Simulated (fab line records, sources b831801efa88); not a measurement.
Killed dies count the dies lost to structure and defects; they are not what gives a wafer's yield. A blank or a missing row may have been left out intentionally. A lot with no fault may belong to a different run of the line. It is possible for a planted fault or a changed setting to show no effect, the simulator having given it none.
8D (eight disciplines) problem report, filled in by code | flow gf180mcu | the parts of the form that need people (team, actions taken, sign-off) are left out

1. WHAT IS WRONG
Wafers free of any fault read 1578 (standard deviation 11) for MVSD_TW at GF_MVSD_TW_MEAS_11, against a mean of 1676 on 4 wafers of 3 lots. Measured from the usual mean, that is +9.0 standard deviations.
Earliest sighting: wafer L554.5 on film metro-04 at day 7 09:10. At this step, 36 wafers from 13 lots have a number in the record. Rule for "out", or "out of limits": more than 4 standard deviations from the usual mean. Any other wafer with a number is counted as sound.

2. WHAT THIS IS AND IS NOT
question                    | is                                          | is not
which readings at this step | MVSD_TW                                     | -
which lots                  | L554, L556, L557                            | L543, L544, L545, L546, L547, L548, L549, L550, L562, L563
which wafers of those lots  | L554.5, L556.4, L556.5, L557.4              | L554.2, L557.1
read on which gauges        | film metro-01, film metro-02, film metro-04 | -
when                        | from day 7 09:10                            | up to then (25 sound wafers); but 7 sound wafers of L557, L562, L563 came after

3. WHAT RULES OUT EACH SUSPECT
Counting: a tool at a process step up to the reading stays a suspect if it ran every lot that is out. Sound lots after the first of them don't rule it out here, since some wafers of a struck lot are sound.
- the gauge at GF_MVSD_TW_MEAS_11: ruled out. The wafers that are out were read on 3 gauges (film metro-01, film metro-02, film metro-04).
- implanter-03 at GF_MVSD_IMPLANT_08: kept. Every lot that is out went through it, the first being L554 (day 7 08:47); the last sound lot it ran before that was L549 (day 5 19:11). Its own beam on s, faraday current uA readings are out on those wafers.
Remaining after the count: implanter-03 at GF_MVSD_IMPLANT_08.

4. THE CAUSE (what the simulator had put in)
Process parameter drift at GF_MVSD_IMPLANT_08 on implanter-03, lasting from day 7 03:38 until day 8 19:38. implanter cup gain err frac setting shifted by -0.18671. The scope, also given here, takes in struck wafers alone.
After counting, this tool was the only one left.

5. THE EFFECT CHAIN, in route order
Rows list readings where the struck wafers' mean (over those with a number) sits beyond 3 standard deviations from the usual. Only readings whose record carries a usual standard deviation are examined. hours: median over the lots of the time between each lot's start at the first step of this table that gives one and its start at this step. sigmas: the change, counted in usual standard deviations.
hours | step                     | reading            | usual        | on struck wafers | change | sigmas
0     | GF_MVSD_IMPLANT_08       | beam on s          | 10.00 s      | 12.29            | +2.29  | +13
0     | GF_MVSD_IMPLANT_08       | faraday current uA | 90.2         | 73.4             | -16.8  | -10
0     | GF_MVSD_TW_MEAS_11       | MVSD_TW            | 1578         | 1676             | +98    | +9.0
86    | GF_VT_IMPLANT_RS_MEAS_46 | MVSD_RS            | 456.7 ohm/sq | 411.1            | -45.6  | -35
Here are the process steps it includes:
- GF_MVSD_IMPLANT_08

6. WHAT WOULD HAVE CAUGHT IT SOONER
6 hours passed between the start of the fault at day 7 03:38 and the first reading out of limits at a measuring or inspecting step in this record, taken at day 7 09:10.
At GF_MVSD_IMPLANT_08, the tool's own readings (beam on s, faraday current uA) were out on each struck wafer the step has a row for, so an alarm limit on them would have fired on the first such wafer.
Of the lots that are out (3), L556, L557 began GF_MVSD_IMPLANT_08 on implanter-03 after day 7 09:10. A hold on the tool at that time would have spared those 2.
